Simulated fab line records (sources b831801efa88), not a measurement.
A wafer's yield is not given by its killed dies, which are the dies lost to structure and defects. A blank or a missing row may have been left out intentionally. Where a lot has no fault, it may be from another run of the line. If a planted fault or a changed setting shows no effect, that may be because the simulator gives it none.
Struck lot and sound lot, side by side / flow gf180mcu / 17 out of 602 route steps
Sound: these wafers, L953.3, L953.5, L953.6. Struck: wafer L968.4 (left out: L968.1, L968.3 of the same lot, which were not struck); the cause appears at the end.
For every step that has rows: the tool of each side, followed by ch and its chambers, followed by its first start. Under that, the readings that differ: sound wafers / struck wafers / difference of the means / sigmas: that difference in standard deviations of wafers without a fault.
alike: readings with means less than 2 such deviations apart, plus words and numbers identical on both sides. not compared: withheld readings, readings lacking a value on some wafer, bounds such as >300 that could conceal the same value, and numbers that have no deviation in the record and whose values overlap.
A row with sigmas, a row that says differs or no value, or rows on one side alone: a step with any of these is where the two part. Numbers that have no deviation but don't overlap get no sigmas and don't part them. Lack of a reading on every wafer of one side parts them only where that side has two or more wafers.

first, 4 steps without rows for these wafers: GF_SAB_SOFTBAKE_05 (time 60 s); GF_SAB_EXPOSE_06 (exposes mask SAB, target cd 420 nm); GF_SAB_PEB_07; GF_SAB_DEVELOP_08 (develop time 60 s).
GF_SAB_CD_MEAS_09: the cd target is 420 nm.
  sound on cd_sem-01, day 15 17:11; struck on cd_sem-01, day 21 15:00
  alike: cd_nm
GF_SAB_OVL_MEAS_10:
  sound on overlay-01, day 15 17:17; struck on overlay-01, day 21 15:07
  alike: SAB_OVL
GF_SAB_ETCH_11: etches SiO2 in C4F8/O2/Ar, target depth 55 nm, time 8.5 s.
  sound on rie_diel-01 ch 0,1,2, day 15 17:19; struck on rie_diel-02 ch 0, day 21 15:09
  alike: oes_product_au
  not compared: rf_hours_counter_h
then, 1 step without rows for these wafers: GF_SAB_WET_ETCH_12 (etches SiO2 in dHF, target depth 22 nm, time 440 s).
GF_SAB_STRIP_13: strips in O2/N2.
  sound on plasma_asher-03 ch 0,1, day 15 17:30; struck on plasma_asher-04 ch 0, day 21 15:19
  alike: drypump_motor_current_A, heater_power_w, oes_product_au, strip_time_to_endpoint_s
  not compared: rf_hours_counter_h
then, 2 steps without rows for these wafers: GF_SALICIDE_CLEAN_00 (cleans in SC1/SC2, time 150 s); GF_SALICIDE_WET_ETCH_01 (etches SiO2 in dHF, target depth 5 nm, time 100 s).
GF_SALICIDE_SPUTTER_02: material Co, target thk 10 nm, time 20 s.
  sound on pvd_sputter-04, day 15 17:40; struck on pvd_sputter-01, day 21 15:30
reading=throttle_valve_pct (%); sound=28.0 27.9 28.9; struck=30.6; difference=+2.3; sigmas=+2
  alike: cathode_dc_power_W
GF_SALICIDE_SPUTTER_03: material TiN, target thk 20 nm, time 16.7 s.
  sound on pvd_sputter-04, day 15 17:41; struck on pvd_sputter-01, day 21 15:32
reading=cathode_dc_power_W (W); sound=6499.9 6499.4 6501.1; struck=10285; difference=+3785; sigmas=+99 or more
reading=model.TiN_of_SALICIDE_SPUTTER_03.thk_nm (nm); sound=19.38 19.59 19.6; struck=31.87; difference=+12.35; sigmas=
  alike: throttle_valve_pct
GF_SALICIDE_RS_MEAS_04: the measuring method here is four-point-probe.
  sound on film_metro-04, day 15 17:46; struck on film_metro-01, day 21 15:34
reading=SALICIDE_TIN_RS (ohm/sq); sound=16.4 16.4 16.3; struck=13.6; difference=-2.8; sigmas=-9
GF_SALICIDE_THK_MEAS_05: measures by xrf.
  sound on film_metro-04, day 15 17:52; struck on film_metro-01, day 21 15:41
reading=SALICIDE_TIN_THK (nm); sound=19.3 19.4 19.4; struck=32.1; difference=+12.7; sigmas=+37
GF_SALICIDE_RTA_06: time 30 s.
  sound on rtp_anneal-02 ch 0, day 15 17:56; struck on rtp_anneal-02 ch 0, day 21 15:44
  alike: lamp_power_pct, wafer_temp_C_max
-- the record jumps here: 12 days lie between the struck wafers' starts before and after (it left off in module SALICIDE and takes up again in module PASSIVATION, whose first step shown is number 602 of the route) --
GF_PASSIVATION_PROBE_99:
  the record has rows for the struck wafers here (prober-01, day 33 22:10) and none for the sound ones

== WHERE THEY PART ==
Last at GF_PASSIVATION_PROBE_99 as far as this record goes, first at GF_SALICIDE_SPUTTER_02.

WHY: what had been put in by the simulator
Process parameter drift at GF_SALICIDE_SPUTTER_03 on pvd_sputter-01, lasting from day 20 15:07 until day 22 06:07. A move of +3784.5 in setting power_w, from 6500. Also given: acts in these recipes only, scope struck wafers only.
